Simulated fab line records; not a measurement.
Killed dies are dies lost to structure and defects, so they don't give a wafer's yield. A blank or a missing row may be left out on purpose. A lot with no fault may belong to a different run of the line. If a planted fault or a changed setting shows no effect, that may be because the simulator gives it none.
2 desks looking at one fault / flow gf180mcu / only its own numbers are on each desk; what lay behind them is given at the end

THE TOOL OWNER'S DESK: pvdSputter-04
The tool's own readings at GF_MIM_SPUTTER_00 (material Ti, target thk 37.5 nm, time 150 s): means of the sampled wafers that have a number, for each lot that ran on this tool. A lot is out of limits, marked OUT, if its mean lies more than 4 standard deviations from the usual mean; the brackets give that distance.
Columns: A = throttleValvePct at GF_MIM_SPUTTER_00, usual 30.1 %
lot=L640; first seen here=day 25 06:46; A=30.1
lot=L643; first seen here=day 26 07:46; A=30.5
This desk found nothing out of limits on any of the 2 lots.

THE METROLOGY DESK
Means of the sampled wafers that have a number, per lot and without regard to the tool the lot ran on: this is what the gauges read. A lot is out of limits, marked OUT, if its mean lies more than 4 standard deviations from the usual mean; the brackets give that distance.
Columns: A = V4_OVL at GF_V4_OVL_MEAS_15, usual 3 nm; B = V4_W_RS at GF_V4_RS_MEAS_24, usual 0.325 ohm/sq; C = V4_W_THK at GF_V4_THK_MEAS_25, usual 366 nm
lot=L638; first seen here=day 24 16:31; A=1; B=0.323; C=370
lot=L640; first seen here=day 25 05:20; A=7; B=0.324; C=372
lot=L643; first seen here=day 26 06:22; A=6; B=0.327; C=361
lot=L650; first seen here=day 28 09:53; A=3; B=0.324; C=364
lot=L657; first seen here=day 30 20:14; A=0; B=0.329; C=363
This desk found nothing out of limits on any of the 5 lots.

PUT TOGETHER
The desk of the tool owner found nothing out of limits.
The metrology desk saw nothing out of limits.

WHAT THE SIMULATOR HAD PUT IN
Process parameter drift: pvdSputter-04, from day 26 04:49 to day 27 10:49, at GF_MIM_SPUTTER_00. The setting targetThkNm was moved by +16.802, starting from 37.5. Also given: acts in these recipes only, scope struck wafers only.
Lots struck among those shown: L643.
